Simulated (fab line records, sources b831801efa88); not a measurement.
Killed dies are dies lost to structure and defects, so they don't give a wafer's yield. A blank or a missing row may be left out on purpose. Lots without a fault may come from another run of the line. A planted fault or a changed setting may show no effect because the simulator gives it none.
Which tool did it? | flow gf180mcu | 13 lots, 39 wafers sampled, at 5 steps of a route of 602

WHAT THE GAUGES READ, wafer by wafer
GF_VT_IMPLANT_TW_MEAS_43.
lot  | measured     | on            | VT_IMPLANT_4_TW
L866 | day 7 14:43  | film_metro-04 | 696 693 697
L867 | day 7 20:11  | film_metro-02 | 683 684 683
L868 | day 8 03:05  | film_metro-02 | 687 688 684
L869 | day 8 09:04  | film_metro-02 | 691 687 690
L870 | day 8 16:07  | film_metro-01 | 691 690 691
L871 | day 8 17:38  | film_metro-04 | 695 693 693
L872 | day 9 03:38  | film_metro-02 | 691 689 685
L877 | day 10 16:08 | film_metro-01 | 691 698 695
L880 | day 11 13:47 | film_metro-02 | 687 685 683
L881 | day 11 19:38 | film_metro-02 | 683 682 684
L886 | day 13 12:38 | film_metro-01 | 692 692 687
L887 | day 13 19:37 | film_metro-02 | 688 687 691
L889 | day 14 02:36 | film_metro-01 | 695 695 697

GF_HV_LDD_CD_MEAS_07: target cd 400 nm.
lot  | measured     | on        | cd_nm (nm)
L866 | day 10 01:55 | cd_sem-02 | 400.1 399.8 401.7
L867 | day 10 10:42 | cd_sem-01 | 399.3 399.5 397.2
L868 | day 10 15:12 | cd_sem-01 | 396.9 396.7 395.0
L869 | day 11 00:29 | cd_sem-01 | 397.4 397.8 402.0
L870 | day 11 07:13 | cd_sem-01 | 400.4 402.3 403.6
L871 | day 11 09:11 | cd_sem-02 | 397.4 397.9 397.6
L872 | day 11 18:37 | cd_sem-01 | 398.3 399.1 399.5
L877 | day 13 09:24 | cd_sem-02 | 400.3 399.2 401.3
L880 | day 14 08:15 | cd_sem-01 | 395.3 394.8 396.7
L881 | day 14 16:34 | cd_sem-02 | 398.4 398.6 398.9
L886 | day 16 12:10 | cd_sem-01 | 401.8 398.5 400.4
L887 | day 16 18:06 | cd_sem-02 | 402.7 400.7 401.3
L889 | day 17 04:48 | cd_sem-02 | 400.2 402.0 400.3

GF_HV_LDD_CD_MEAS_19: target cd 400 nm.
lot  | measured     | on        | cd_nm (nm)
L866 | day 10 20:34 | cd_sem-01 | 400.7 399.6 400.8
L867 | day 11 05:23 | cd_sem-01 | 399.7 397.5 398.8
L868 | day 11 09:30 | cd_sem-01 | 395.5 397.7 398.0
L869 | day 11 19:40 | cd_sem-01 | 397.9 398.2 401.2
L870 | day 12 02:05 | cd_sem-02 | 398.8 400.2 399.4
L871 | day 12 04:18 | cd_sem-02 | 397.4 397.4 400.0
L872 | day 12 14:43 | cd_sem-02 | 401.6 399.8 400.1
L877 | day 14 05:56 | cd_sem-01 | 397.3 399.2 397.4
L880 | day 15 05:54 | cd_sem-02 | 399.4 399.5 398.5
L881 | day 15 14:08 | cd_sem-02 | 401.0 401.7 400.1
L886 | day 17 10:55 | cd_sem-02 | 399.5 401.2 400.0
L887 | day 17 17:20 | cd_sem-01 | 398.8 400.8 400.6
L889 | day 18 04:25 | cd_sem-01 | 400.8 402.7 399.9

WHICH TOOL RAN EACH LOT (tool, then ch and the chambers of the sampled wafers, then the start)
lot  | GF_HV_LDD_COAT_02                 | GF_HV_LDD_STRIP_10
L866 | litho_track-04 ch 0, day 9 16:38  | plasma_asher-02 ch 0,1, day 10 02:13
L867 | litho_track-04 ch 0, day 10 01:10 | plasma_asher-04 ch 0,1, day 10 10:59
L868 | litho_track-01 ch 0, day 10 05:49 | plasma_asher-03 ch 0,1, day 10 15:30
L869 | litho_track-03 ch 0, day 10 15:16 | plasma_asher-03 ch 0,1, day 11 00:47
L870 | litho_track-01 ch 0, day 10 22:10 | plasma_asher-04 ch 0,1, day 11 07:31
L871 | litho_track-01 ch 0, day 11 00:23 | plasma_asher-04 ch 1, day 11 09:28
L872 | litho_track-01 ch 0, day 11 08:34 | plasma_asher-03 ch 0,1, day 11 18:55
L877 | litho_track-01 ch 0, day 12 23:18 | plasma_asher-04 ch 1, day 13 09:43
L880 | litho_track-04 ch 0, day 13 22:05 | plasma_asher-03 ch 0,1, day 14 08:34
L881 | litho_track-01 ch 0, day 14 06:08 | plasma_asher-03 ch 0, day 14 16:52
L886 | litho_track-04 ch 0, day 16 00:53 | plasma_asher-02 ch 0,1, day 16 12:28
L887 | litho_track-04 ch 0, day 16 06:56 | plasma_asher-03 ch 0,1, day 16 18:25
L889 | litho_track-03 ch 0, day 16 17:23 | plasma_asher-03 ch 0, day 17 05:05
- GF_HV_LDD_COAT_02: resist thk 1000 nm.
- GF_HV_LDD_STRIP_10: strips in O2/N2.

WHAT THE TOOLS THEMSELVES READ (means of the sampled wafers that have a number; where no wafer has one, the mark that the record gives instead)
GF_HV_LDD_COAT_02.
lot  | tool           | spin_speed_rpm (rpm)
L866 | litho_track-04 | 2998.3
L867 | litho_track-04 | 3000.7
L868 | litho_track-01 | 2998.0
L869 | litho_track-03 | 2998.4
L870 | litho_track-01 | 2998.2
L871 | litho_track-01 | 3000.3
L872 | litho_track-01 | 2998.5
L877 | litho_track-01 | 3084.5
L880 | litho_track-04 | 2997.4
L881 | litho_track-01 | 3085.7
L886 | litho_track-04 | 2998.7
L887 | litho_track-04 | 2998.7
L889 | litho_track-03 | 2999.1

GF_HV_LDD_STRIP_10.
lot  | tool            | chamber_pressure_mTorr (mTorr) | drypump_motor_current_A (A) | heater_power_w (W) | o2_flow_sccm (sccm) | oes_product_au (a.u.) | strip_time_to_endpoint_s (s)
L866 | plasma_asher-02 | 1499.8                         | 6.4                         | 322                | 2999                | 0.716                 | 12.59
L867 | plasma_asher-04 | 1500.7                         | 6.5                         | 321                | 2996                | 0.717                 | 12.57
L868 | plasma_asher-03 | 1498.3                         | 5.9                         | 340                | 2996                | 0.717                 | 12.67
L869 | plasma_asher-03 | 1499.4                         | 5.9                         | 337                | 3002                | 0.718                 | 12.63
L870 | plasma_asher-04 | 1498.7                         | 6.5                         | 322                | 3005                | 0.719                 | 12.62
L871 | plasma_asher-04 | 1500.8                         | 6.2                         | 287                | 2998                | 0.713                 | 12.68
L872 | plasma_asher-03 | 1500.9                         | 5.9                         | 349                | 2998                | 0.718                 | 12.66
L877 | plasma_asher-04 | 1501.3                         | 6.2                         | 291                | 2996                | 0.713                 | 12.48
L880 | plasma_asher-03 | 1499.8                         | 5.9                         | 341                | 3007                | 0.719                 | 12.58
L881 | plasma_asher-03 | 1499.0                         | 5.9                         | 327                | 2997                | 0.716                 | 12.46
L886 | plasma_asher-02 | 1500.8                         | 6.4                         | 355                | 2992                | 0.714                 | 12.57
L887 | plasma_asher-03 | 1500.6                         | 5.9                         | 340                | 3004                | 0.714                 | 12.64
L889 | plasma_asher-03 | 1499.9                         | 5.9                         | 321                | 3000                | 0.715                 | 12.66

THE ANSWER, worked out from the rows above alone
Rule: what is usual is taken from the lots themselves. Put in order of their means at a reading, lots are off if they are a third of the lots or fewer, leave a main group of 4 or more, and stand apart from it by a gap of 3 or more times the standard deviation of the main group's means; of several such gaps the widest counts. A main group whose means are all the same, to the digits that the tables above print for the reading, isn't used. A lot without any number at a reading at which 4 lots or more have one is off too. The other lots that the step has rows for count as sound. The gauges are gone through in route order, then the tools' own readings, and for those a lot's mean is taken as printed above. The first step at which some lot is off is used, and at that step the reading that is off furthest; a lot without a number counts as furthest.
Off: L877, L881, at GF_HV_LDD_COAT_02 (spin_speed_rpm). The main group: mean 2998.8 rpm, standard deviation 0.92.
A tool fits if, at that step or a process step before it, it ran every lot that is off, and no sound lot after the first of them. One fits: litho_track-01 at GF_HV_LDD_COAT_02. Its last sound lot is L872 (day 11 08:34), its first lot that is off L877 (day 12 23:18): a fault that began between those two fits.
The tool's own readings at GF_HV_LDD_COAT_02 bear it out: on the lots that are off they differ by more than 5 times the standard deviation of the sound lots' means. spin_speed_rpm reads 3085.1 rpm there against 2998.8 rpm on the sound lots.

WHAT THE SIMULATOR HAD PUT IN
Process parameter drift: litho_track-01, from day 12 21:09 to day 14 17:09, at GF_HV_LDD_COAT_02. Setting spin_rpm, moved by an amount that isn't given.
Lots struck among those shown: L877, L881. The rule above found the same.
